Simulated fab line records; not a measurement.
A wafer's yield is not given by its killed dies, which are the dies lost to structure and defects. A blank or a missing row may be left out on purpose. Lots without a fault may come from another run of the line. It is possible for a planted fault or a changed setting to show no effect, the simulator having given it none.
8D (eight disciplines) problem report, filled in by code | flow sky130 | the parts of the form that need people (team, actions taken, sign-off) are left out

## 1. THE ISSUE
At SKY_VIA3_ETCH_14, rfFwdPowerW averages 413.5 W over 6 wafers from 2 lots, while fault-free wafers read 494.3 W, standard deviation 2.2. That is -37 standard deviations from the usual mean.
The step: etches BARC in N2/H2, stops on SiO2, time 45.9 s, target depth 60 nm.
First observed at day 45 03:49: wafer L566.3, on rieDiel-04. Wafers with a number at this step in the record: 33, from 11 lots. The rule behind "out" and "out of limits": a value lying over 4 standard deviations away from the usual mean. All remaining wafers that have a number are taken as sound.

## 2. WHAT IT IS, AND WHAT IT ISN'T
question                    | is                     | is not
which readings at this step | rfFwdPowerW            | biasW, drypumpMotorCurrentA, oesProductAu, throttleValvePct
which lots                  | L566, L567             | L547, L548, L550, L552, L556, L559, L560, L564, L565
which wafers of those lots  | all that have a number | -
read on which tools         | rieDiel-04             | rieDiel-01, rieDiel-03
when                        | from day 45 03:49      | up to then (27 sound wafers)

## 3. THE SUSPECTS, EACH WITH WHAT RULES IT OUT
Counting: a tool stays on the suspect list if, at a process step up to the reading, it processed all lots that are out and no sound lot following the first of them.
- rieMetal-01 at SKY_CAPM_METAL_ETCH_13 (etches TiN in Cl2/BCl3, stops on SiO2, target depth 220 nm, time 62.9 s): kept. It ran every lot that is out, first L566 (day 43 05:14), and no sound lot after that; its last sound lot up to then is L565 (day 42 23:31).
- rieDiel-04 at SKY_VIA3_ETCH_14 (etches BARC in N2/H2, stops on SiO2, time 45.9 s, target depth 60 nm): kept. It ran every lot that is out, first L566 (day 45 03:49), and no sound lot after that; its last sound lot up to then is L556 (day 43 04:12). On those wafers its own readings are out: rfFwdPowerW.
Left after counting: rieMetal-01 at SKY_CAPM_METAL_ETCH_13, rieDiel-04 at SKY_VIA3_ETCH_14.

## 4. THE CAUSE (what the simulator had put in)
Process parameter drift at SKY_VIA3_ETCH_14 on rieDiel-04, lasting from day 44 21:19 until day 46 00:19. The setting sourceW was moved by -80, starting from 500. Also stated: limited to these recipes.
Of the 2 suspects that counting leaves, this tool is one.

## 5. SEQUENCE OF EFFECTS, ordered by route
Rows list readings where the struck wafers' mean (over those with a number) sits beyond 3 standard deviations from the usual. Scope: only readings with a usual standard deviation given in the record; hours: median across lots of the time from each lot's start at the first step in this table that gives one to its start at this step; sigmas: change in usual standard deviations.
hours | step             | reading     | usual   | on struck wafers | change | sigmas
0     | SKY_VIA3_ETCH_14 | rfFwdPowerW | 494.3 W | 413.5            | -80.8  | -37
Here are the process steps it includes:
- SKY_VIA3_ETCH_14: etches BARC in N2/H2, stops on SiO2, time 45.9 s, target depth 60 nm.

## 6. WHAT WOULD HAVE CAUGHT IT SOONER
The fault began at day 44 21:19; the first out-of-limits reading in this record came at day 45 03:49, 7 hours later.
